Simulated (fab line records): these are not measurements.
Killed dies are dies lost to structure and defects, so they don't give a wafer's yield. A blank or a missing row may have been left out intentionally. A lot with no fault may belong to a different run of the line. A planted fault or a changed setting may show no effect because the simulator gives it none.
Struck lot and sound lot, side by side	flow sky130	34 steps out of a route of 708
Sound: these wafers, L324.2, L324.5, L324.6. Struck: wafer L322.6. (L322.1, L322.3 of the same lot were not struck and are left out.) The cause comes at the end.
For every step that has rows: the tool of each side, followed by ch and its chambers, followed by its first start. Under that, the readings that differ: sound wafers	struck wafers	difference of the means	sigmas: that difference in standard deviations of wafers without a fault.
alike: same words and numbers on both sides, and readings whose means sit less than 2 such deviations apart. not compared: any withheld reading, any reading some wafer has no value for, any bound like >300 that may hide the same value, and any number with overlapping values for which the record gives no deviation.
The two part at a step that has a row with sigmas, a row that says differs or no value, or rows on one side only. Non-overlapping numbers with no deviation appear without sigmas and do not part them. Lack of a reading on every wafer of one side parts them only where that side has two or more wafers.

first, 8 steps without rows for these wafers: SKY_LOCAL_INTERCONNECT_ETCH_13 (etches BARC in N2/H2, stops on SiO2, time 45.9 s, target depth 60 nm); SKY_LOCAL_INTERCONNECT_METAL_ETCH_14 (etches TiN in Cl2/BCl3, stops on PSG, target depth 110 nm, time 31.4 s); SKY_LOCAL_INTERCONNECT_STRIP_15 (strips in O2/N2); SKY_LOCAL_INTERCONNECT_STRIP_16 (strips in post etch residue remover, time 1200 s); SKY_LOCAL_INTERCONNECT_CLEAN_17 (cleans in IPA, time 180 s); SKY_LOCAL_INTERCONNECT_CLEAN_18 (cleans in O3/DIW); SKY_CONTACT_CVD_00 (deposits Si3N4, target thk 75 nm); SKY_CONTACT_HDPCVD_02 (deposits SiO2, target thk 565 nm, time 94.2 s).
SKY_CONTACT_CMP_04: polishes SiO2.
  sound on cmp-02 ch 0,3, day 31 22:55; struck on cmp-01 ch 3, day 31 09:14
reading	sound	struck	difference	sigmas
motor_current_A (A)	13.8 13.2 14.1	10.7	-3.0	-3
time_to_endpoint_s (s)	84 86 82	106	+22	+6
model.SiO2_of_CONTACT_HDPCVD_02.thk_nm (nm)	340.7 340.7 341.4	416.9	+76.0	
then, 9 steps without rows for these wafers: SKY_CONTACT_DEHYDRATE_06 (time 60 s); SKY_CONTACT_HMDS_07 (prime time 60 s); SKY_CONTACT_COAT_08 (resist thk 60 nm); SKY_CONTACT_COAT_09 (resist thk 444.3 nm); SKY_CONTACT_SOFTBAKE_10 (time 90 s); SKY_CONTACT_EXPOSE_11 (exposes mask CTM1, target cd 170 nm); SKY_CONTACT_PEB_12; SKY_CONTACT_DEVELOP_13 (develop time 60 s); SKY_CONTACT_ETCH_16 (etches BARC in N2/H2, stops on SiO2, time 45.9 s, target depth 60 nm).
SKY_CONTACT_ETCH_17: etches SiO2 in C4F8/O2/Ar, stops on Si3N4, target depth 340 nm.
  sound on rie_diel-01 ch 1,2,3, day 33 01:53; struck on rie_diel-04 ch 2, day 32 13:08
reading	sound	struck	difference	sigmas
oes_product_au (a.u.)	0.892 0.891 0.887	0.997	+0.107	+24
model.etch.depth_nm (nm)	340.7 340.7 341.4	415	+74	
model.CONTACT.feature_depth_nm (nm)	340.7 340.7 341.4	415	+74	
then, 13 steps without rows for these wafers: SKY_CONTACT_ETCH_18 (etches Si3N4 in CHF3/O2, stops on TiN, time 39 s, target depth 75 nm); SKY_CONTACT_STRIP_19 (strips in O2/N2); SKY_CONTACT_STRIP_20 (strips in post etch residue remover, time 1200 s); SKY_CONTACT_CLEAN_21 (cleans in IPA, time 180 s); SKY_CONTACT_CLEAN_22 (cleans in O3/DIW); SKY_CONTACT_SPUTTER_23 (material TiN, target thk 20 nm, time 80 s); SKY_CONTACT_CVD_24 (deposits W, target thk 340 nm, time 102.12 s); SKY_CONTACT_CMP_27 (polishes, stops on SiO2, t overpolish 15 s, target thk 0 nm); SKY_METAL1_SPUTTER_00 (material Ti, target thk 15 nm, time 10 s); SKY_METAL1_SPUTTER_01 (material TiN, target thk 20 nm, time 16.7 s); SKY_METAL1_SPUTTER_02 (material AlCu, target thk 250 nm, time 13.3 s); SKY_METAL1_SPUTTER_03 (material Ti, target thk 5 nm, time 3.175 s); SKY_METAL1_SPUTTER_04 (material TiN, target thk 70 nm, time 58.3 s).
SKY_METAL1_METAL_ETCH_19: etches the open film in Cl2/BCl3, stops on SiO2, target depth 360 nm, time 78 s.
  sound on rie_metal-04 ch 0,1, day 34 04:47; struck on rie_metal-03 ch 1, day 33 17:48
reading	sound	struck	difference	sigmas
model.SiO2_of_CONTACT_HDPCVD_02.thk_nm (nm)	326.5 326.5 327.2	402.8	+76.1	
  alike: drypump_motor_current_A, oes_product_au, throttle_valve_pct
  not compared: rf_hours_counter_h
-- the record jumps here: 13 days lie between the struck wafers' starts before and after (it left off in module METAL1 and takes up again in module PAD_OPEN, whose first step shown is number 708 of the route) --
SKY_PAD_OPEN_PROBE_99:
  struck on prober-01, day 46 09:21; sound on prober-02, day 46 20:48
reading	sound	struck	difference	sigmas
killed_at_contacts	28 25 22	53	+28	+6
killed_dies	103 111 75	126	+30	+3
model.etest.mcon_chain.rc_ohm	16.48 16.44 16.56	25.18	+8.69	
  alike: killed_at_M0_to_M3, killed_at_M4_up, killed_at_front_end, killed_at_other, killed_open, killed_short

## WHERE THEY PART
First at SKY_CONTACT_CMP_04; last, within this record, at SKY_PAD_OPEN_PROBE_99.

WHY: whatever the simulator had introduced
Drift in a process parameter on cmp-01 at SKY_CONTACT_CMP_04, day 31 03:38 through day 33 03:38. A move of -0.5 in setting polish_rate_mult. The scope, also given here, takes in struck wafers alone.
